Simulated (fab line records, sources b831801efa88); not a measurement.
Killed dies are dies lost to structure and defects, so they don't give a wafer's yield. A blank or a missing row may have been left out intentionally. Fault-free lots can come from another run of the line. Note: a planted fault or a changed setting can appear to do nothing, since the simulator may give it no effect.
Split-lot study :: flow gf180mcu :: 23 wafers read from 5 lots, route of 602 steps

== ON THE SPLIT ==
At GF_DUAL_GATE_OXIDATION_15 (stabilise 600 s, purge 300 s, target thk 7.098 nm), the setting temp-c was moved away from the recipe's 850 C on 20 of the 23 wafers read, by -0.8% to +0.7%. The other wafers ran this setting at the recipe's value.

The split's own step is where the reading is taken.

== THE READING ==
SiO2_of_DUAL_GATE_OXIDATION_02.thk-nm (the simulator's own value, which no gauge read), in nm, at GF_DUAL_GATE_OXIDATION_15 (stabilise 600 s, purge 300 s, target thk 7.098 nm). The file gives no usual value for it. Across the 3 wafers here that went through the recipe, the average is 14.39 nm and the standard deviation 0.065 nm.

wafer: L074.1
tool, chamber at the split: -, -
temp-c as run, C: 845.5
against the recipe: -0.5%
SiO2_of_DUAL_GATE_OXIDATION_02.thk-nm, nm: 14.35
against lot-mates on the recipe: no lot-mate on the recipe

wafer: L074.2
tool, chamber at the split: -, -
temp-c as run, C: 845.5
against the recipe: -0.5%
SiO2_of_DUAL_GATE_OXIDATION_02.thk-nm, nm: 14.18
against lot-mates on the recipe: no lot-mate on the recipe

wafer: L074.3
tool, chamber at the split: -, -
temp-c as run, C: 845.5
against the recipe: -0.5%
SiO2_of_DUAL_GATE_OXIDATION_02.thk-nm, nm: 14.17
against lot-mates on the recipe: no lot-mate on the recipe

wafer: L074.4
tool, chamber at the split: -, -
temp-c as run, C: 845.5
against the recipe: -0.5%
SiO2_of_DUAL_GATE_OXIDATION_02.thk-nm, nm: 14.31
against lot-mates on the recipe: no lot-mate on the recipe

wafer: L074.6
tool, chamber at the split: -, -
temp-c as run, C: 845.5
against the recipe: -0.5%
SiO2_of_DUAL_GATE_OXIDATION_02.thk-nm, nm: 14.26
against lot-mates on the recipe: no lot-mate on the recipe

wafer: L075.1
tool, chamber at the split: -, -
temp-c as run, C: 843.5
against the recipe: -0.8%
SiO2_of_DUAL_GATE_OXIDATION_02.thk-nm, nm: 14.18
against lot-mates on the recipe: no lot-mate on the recipe

wafer: L075.2
tool, chamber at the split: -, -
temp-c as run, C: 843.5
against the recipe: -0.8%
SiO2_of_DUAL_GATE_OXIDATION_02.thk-nm, nm: 14.25
against lot-mates on the recipe: no lot-mate on the recipe

wafer: L075.3
tool, chamber at the split: -, -
temp-c as run, C: 843.5
against the recipe: -0.8%
SiO2_of_DUAL_GATE_OXIDATION_02.thk-nm, nm: 14.37
against lot-mates on the recipe: no lot-mate on the recipe

wafer: L075.5
tool, chamber at the split: -, -
temp-c as run, C: 843.5
against the recipe: -0.8%
SiO2_of_DUAL_GATE_OXIDATION_02.thk-nm, nm: 14.21
against lot-mates on the recipe: no lot-mate on the recipe

wafer: L075.6
tool, chamber at the split: -, -
temp-c as run, C: 843.5
against the recipe: -0.8%
SiO2_of_DUAL_GATE_OXIDATION_02.thk-nm, nm: 14.16
against lot-mates on the recipe: no lot-mate on the recipe

wafer: L077.1
tool, chamber at the split: -, -
temp-c as run, C: 855.9
against the recipe: +0.7%
SiO2_of_DUAL_GATE_OXIDATION_02.thk-nm, nm: 15.22
against lot-mates on the recipe: no lot-mate on the recipe

wafer: L077.2
tool, chamber at the split: -, -
temp-c as run, C: 855.9
against the recipe: +0.7%
SiO2_of_DUAL_GATE_OXIDATION_02.thk-nm, nm: 15.19
against lot-mates on the recipe: no lot-mate on the recipe

wafer: L077.4
tool, chamber at the split: -, -
temp-c as run, C: 855.9
against the recipe: +0.7%
SiO2_of_DUAL_GATE_OXIDATION_02.thk-nm, nm: 15.29
against lot-mates on the recipe: no lot-mate on the recipe

wafer: L077.5
tool, chamber at the split: -, -
temp-c as run, C: 855.9
against the recipe: +0.7%
SiO2_of_DUAL_GATE_OXIDATION_02.thk-nm, nm: 14.99
against lot-mates on the recipe: no lot-mate on the recipe

wafer: L077.6
tool, chamber at the split: -, -
temp-c as run, C: 855.9
against the recipe: +0.7%
SiO2_of_DUAL_GATE_OXIDATION_02.thk-nm, nm: 14.93
against lot-mates on the recipe: no lot-mate on the recipe

wafer: L080.1
tool, chamber at the split: furnace-01, 0
temp-c as run, C: 850
against the recipe: recipe
SiO2_of_DUAL_GATE_OXIDATION_02.thk-nm, nm: 14.4
against lot-mates on the recipe: -

wafer: L080.3
tool, chamber at the split: furnace-01, 0
temp-c as run, C: 850
against the recipe: recipe
SiO2_of_DUAL_GATE_OXIDATION_02.thk-nm, nm: 14.31
against lot-mates on the recipe: -

wafer: L080.5
tool, chamber at the split: furnace-01, 0
temp-c as run, C: 850
against the recipe: recipe
SiO2_of_DUAL_GATE_OXIDATION_02.thk-nm, nm: 14.47
against lot-mates on the recipe: -

wafer: L081.1
tool, chamber at the split: -, -
temp-c as run, C: 845.9
against the recipe: -0.5%
SiO2_of_DUAL_GATE_OXIDATION_02.thk-nm, nm: 14.55
against lot-mates on the recipe: no lot-mate on the recipe

wafer: L081.6
tool, chamber at the split: -, -
temp-c as run, C: 845.9
against the recipe: -0.5%
SiO2_of_DUAL_GATE_OXIDATION_02.thk-nm, nm: 14.55
against lot-mates on the recipe: no lot-mate on the recipe

wafer: L081.2
tool, chamber at the split: -, -
temp-c as run, C: 845.9
against the recipe: -0.5%
SiO2_of_DUAL_GATE_OXIDATION_02.thk-nm, nm: 14.7
against lot-mates on the recipe: no lot-mate on the recipe

wafer: L081.3
tool, chamber at the split: -, -
temp-c as run, C: 845.9
against the recipe: -0.5%
SiO2_of_DUAL_GATE_OXIDATION_02.thk-nm, nm: 14.58
against lot-mates on the recipe: no lot-mate on the recipe

wafer: L081.4
tool, chamber at the split: -, -
temp-c as run, C: 845.9
against the recipe: -0.5%
SiO2_of_DUAL_GATE_OXIDATION_02.thk-nm, nm: 14.46
against lot-mates on the recipe: no lot-mate on the recipe

FIT RESULTS
A straight line over all 23 wafers: SiO2_of_DUAL_GATE_OXIDATION_02.thk-nm changes by +0.575 nm for each +1% of temp-c; r = +0.88; the points scatter about the line by 0.18 nm.
Too few moved wafers with a lot-mate on the recipe to fit a line net of each lot's own level.

== FILE'S OWN FIT ==
SiO2_of_DUAL_GATE_OXIDATION_02.thk-nm changes by +0.577 nm for each +1% of temp-c, r = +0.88.
